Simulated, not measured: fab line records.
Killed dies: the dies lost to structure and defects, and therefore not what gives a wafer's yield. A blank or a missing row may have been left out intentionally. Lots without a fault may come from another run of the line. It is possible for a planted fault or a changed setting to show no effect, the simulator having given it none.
Which tool is to blame? :: flow sky130 :: 39 wafers sampled from 13 lots at 1 step of a route of 708

WHAT THE GAUGES SHOWED, per wafer
SKY_GATE_OXIDE_OVL_MEAS_10.
lot: L851
measured: day 13 16:16
on: overlay-01
GATE_OXIDE_OVL (nm): 0.3 -0.4 1.6

lot: L853
measured: day 14 10:56
on: overlay-02
GATE_OXIDE_OVL (nm): -1.3 -0.8 -0.9

lot: L854
measured: day 15 04:05
on: overlay-02
GATE_OXIDE_OVL (nm): -1.9 -2.2 -1.4

lot: L855
measured: day 15 06:44
on: overlay-02
GATE_OXIDE_OVL (nm): -1.1 -0.6 -0.2

lot: L856
measured: day 15 14:01
on: overlay-01
GATE_OXIDE_OVL (nm): 1.2 -0.1 1.0

lot: L858
measured: day 16 01:40
on: overlay-02
GATE_OXIDE_OVL (nm): -2.7 -2.0 -1.1

lot: L859
measured: day 17 04:10
on: overlay-02
GATE_OXIDE_OVL (nm): -1.2 -2.6 -2.0

lot: L865
measured: day 18 21:15
on: overlay-01
GATE_OXIDE_OVL (nm): -1.3 -3.3 -1.3

lot: L867
measured: day 19 10:52
on: overlay-02
GATE_OXIDE_OVL (nm): -2.0 -3.0 -2.6

lot: L868
measured: day 19 16:31
on: overlay-01
GATE_OXIDE_OVL (nm): -0.6 -1.6 0.6

lot: L869
measured: day 20 06:49
on: overlay-01
GATE_OXIDE_OVL (nm): 0.0 -0.1 -0.9

lot: L871
measured: day 20 19:04
on: overlay-01
GATE_OXIDE_OVL (nm): -0.7 -3.9 -4.6

lot: L873
measured: day 21 12:08
on: overlay-02
GATE_OXIDE_OVL (nm): 1.2 -0.8 0.2

WHAT TOOL EACH LOT RAN ON (gives the tool, then ch and the chambers of the sampled wafers, and finally the start)
No process step before these readings appears in the record.

WHAT THE TOOLS THEMSELVES READ (means of the sampled wafers that have a number; where no wafer has one, the mark that the record gives instead)
The record holds no such reading with a usual standard deviation.

THE ANSWER, worked out from the rows above alone
Rule: usual is defined by the lots themselves. The widest of any qualifying gaps counts: lots, ordered by their means at a reading, are off when they make up no more than a third of the lots, leave a main group of 4 or more, and stand apart from it by 3 or more times the standard deviation of that group's means. A main group is skipped when, at the precision printed for the reading in the tables above, its means are all equal. Also off: a lot with no number at a reading for which 4 or more lots have one. All remaining lots with rows at the step are treated as sound. The gauges are gone through in route order, then the tools' own readings, and for those a lot's mean is taken as printed above. The first step at which some lot is off is used, and at that step the reading that is off furthest; a lot without a number counts as furthest.
No lot is off at any reading shown: from this, nothing can be told.

WHAT HAD BEEN PUT IN BY THE SIMULATOR
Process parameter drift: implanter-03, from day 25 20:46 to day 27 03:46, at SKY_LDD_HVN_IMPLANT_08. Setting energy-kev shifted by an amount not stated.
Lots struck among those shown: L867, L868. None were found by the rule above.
